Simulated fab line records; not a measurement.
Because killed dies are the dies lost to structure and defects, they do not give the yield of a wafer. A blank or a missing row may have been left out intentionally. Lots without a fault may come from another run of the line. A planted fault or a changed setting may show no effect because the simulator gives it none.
The tool behind it: which one? || flow sky130 || 11 lots with 33 wafers sampled at 2 steps, on a route of 708 steps

== WHAT EACH GAUGE READ, for each wafer ==
SKY_VIA3_RS_MEAS_22: a four-point-probe measurement. Usual: VIA3_W_RS 0.294 ohm/sq, standard deviation 0.0046.
{"lot": "L987", "measured": "day 39 20:34", "on": "filmMetro-03", "VIA3_W_RS (ohm/sq)": "0.294 0.293 0.294", "flag": ""}
{"lot": "L988", "measured": "day 39 23:47", "on": "filmMetro-04", "VIA3_W_RS (ohm/sq)": "0.296 0.298 0.300", "flag": ""}
{"lot": "L989", "measured": "day 40 12:47", "on": "filmMetro-03", "VIA3_W_RS (ohm/sq)": "0.285 0.295 0.296", "flag": ""}
{"lot": "L991", "measured": "day 41 21:19", "on": "filmMetro-03", "VIA3_W_RS (ohm/sq)": "0.297 0.288 0.293", "flag": ""}
{"lot": "L990", "measured": "day 41 22:38", "on": "filmMetro-04", "VIA3_W_RS (ohm/sq)": "0.290 0.295 0.294", "flag": ""}
{"lot": "L103", "measured": "day 44 12:09", "on": "filmMetro-01", "VIA3_W_RS (ohm/sq)": "0.299 0.297 0.298", "flag": ""}
{"lot": "L104", "measured": "day 44 18:47", "on": "filmMetro-03", "VIA3_W_RS (ohm/sq)": "0.298 0.296 0.295", "flag": ""}
{"lot": "L106", "measured": "day 45 07:23", "on": "filmMetro-01", "VIA3_W_RS (ohm/sq)": "0.287 0.291 0.300", "flag": ""}
{"lot": "L107", "measured": "day 45 23:10", "on": "filmMetro-04", "VIA3_W_RS (ohm/sq)": "0.297 0.294 0.296", "flag": ""}
{"lot": "L108", "measured": "day 46 00:31", "on": "filmMetro-03", "VIA3_W_RS (ohm/sq)": "0.288 0.301 0.290", "flag": ""}
{"lot": "L109", "measured": "day 46 01:17", "on": "filmMetro-04", "VIA3_W_RS (ohm/sq)": "0.288 0.293 0.296", "flag": ""}

== WHAT TOOL EACH LOT RAN ON (gives the tool, then ch and the chambers of the sampled wafers, and finally the start) ==
{"lot": "L987", "SKY_VIA3_SPUTTER_20": "pvdSputter-03, day 39 20:22"}
{"lot": "L988", "SKY_VIA3_SPUTTER_20": "pvdSputter-01, day 39 23:35"}
{"lot": "L989", "SKY_VIA3_SPUTTER_20": "pvdSputter-03, day 40 12:35"}
{"lot": "L991", "SKY_VIA3_SPUTTER_20": "pvdSputter-01, day 41 21:05"}
{"lot": "L990", "SKY_VIA3_SPUTTER_20": "pvdSputter-04, day 41 22:28"}
{"lot": "L103", "SKY_VIA3_SPUTTER_20": "pvdSputter-04, day 44 11:58"}
{"lot": "L104", "SKY_VIA3_SPUTTER_20": "pvdSputter-03, day 44 18:32"}
{"lot": "L106", "SKY_VIA3_SPUTTER_20": "pvdSputter-04, day 45 07:13"}
{"lot": "L107", "SKY_VIA3_SPUTTER_20": "pvdSputter-04, day 45 22:58"}
{"lot": "L108", "SKY_VIA3_SPUTTER_20": "pvdSputter-04, day 46 00:20"}
{"lot": "L109", "SKY_VIA3_SPUTTER_20": "pvdSputter-03, day 46 01:04"}
- SKY_VIA3_SPUTTER_20: material TiN, target thk 20 nm, time 80 s.

== AS READ BY THE TOOLS THEMSELVES (means over the sampled wafers that have a number; for cases with no such wafer, the mark the record gives instead) ==
SKY_VIA3_SPUTTER_20. Usual: throttleValvePct at 29.5 %, with a standard deviation of 1.
{"lot": "L987", "tool": "pvdSputter-03", "throttleValvePct (%)": 28.9, "flag": ""}
{"lot": "L988", "tool": "pvdSputter-01", "throttleValvePct (%)": 29.4, "flag": ""}
{"lot": "L989", "tool": "pvdSputter-03", "throttleValvePct (%)": 28.6, "flag": ""}
{"lot": "L991", "tool": "pvdSputter-01", "throttleValvePct (%)": 30.2, "flag": ""}
{"lot": "L990", "tool": "pvdSputter-04", "throttleValvePct (%)": 30.4, "flag": ""}
{"lot": "L103", "tool": "pvdSputter-04", "throttleValvePct (%)": 30.5, "flag": ""}
{"lot": "L104", "tool": "pvdSputter-03", "throttleValvePct (%)": 28.7, "flag": ""}
{"lot": "L106", "tool": "pvdSputter-04", "throttleValvePct (%)": 30.2, "flag": ""}
{"lot": "L107", "tool": "pvdSputter-04", "throttleValvePct (%)": 30.6, "flag": ""}
{"lot": "L108", "tool": "pvdSputter-04", "throttleValvePct (%)": 30.2, "flag": ""}
{"lot": "L109", "tool": "pvdSputter-03", "throttleValvePct (%)": 29.4, "flag": ""}

== THE ANSWER, worked out from the rows above alone ==
Rule: lot off if the mean of its wafers having a number is beyond 3 standard deviations from the usual mean. A lot without any number at a reading at which 4 lots or more have one is off too. All remaining lots with rows at the step are treated as sound. Order of review: gauges by route order, followed by the tools' own readings, for which a lot's mean as printed above is used. The first step at which some lot is off is used, and at that step the reading that is off furthest; a lot without a number counts as furthest.
Across all readings shown, no lot is off: no conclusion can be drawn from this.

== WHAT THE SIMULATOR HAD INSERTED ==
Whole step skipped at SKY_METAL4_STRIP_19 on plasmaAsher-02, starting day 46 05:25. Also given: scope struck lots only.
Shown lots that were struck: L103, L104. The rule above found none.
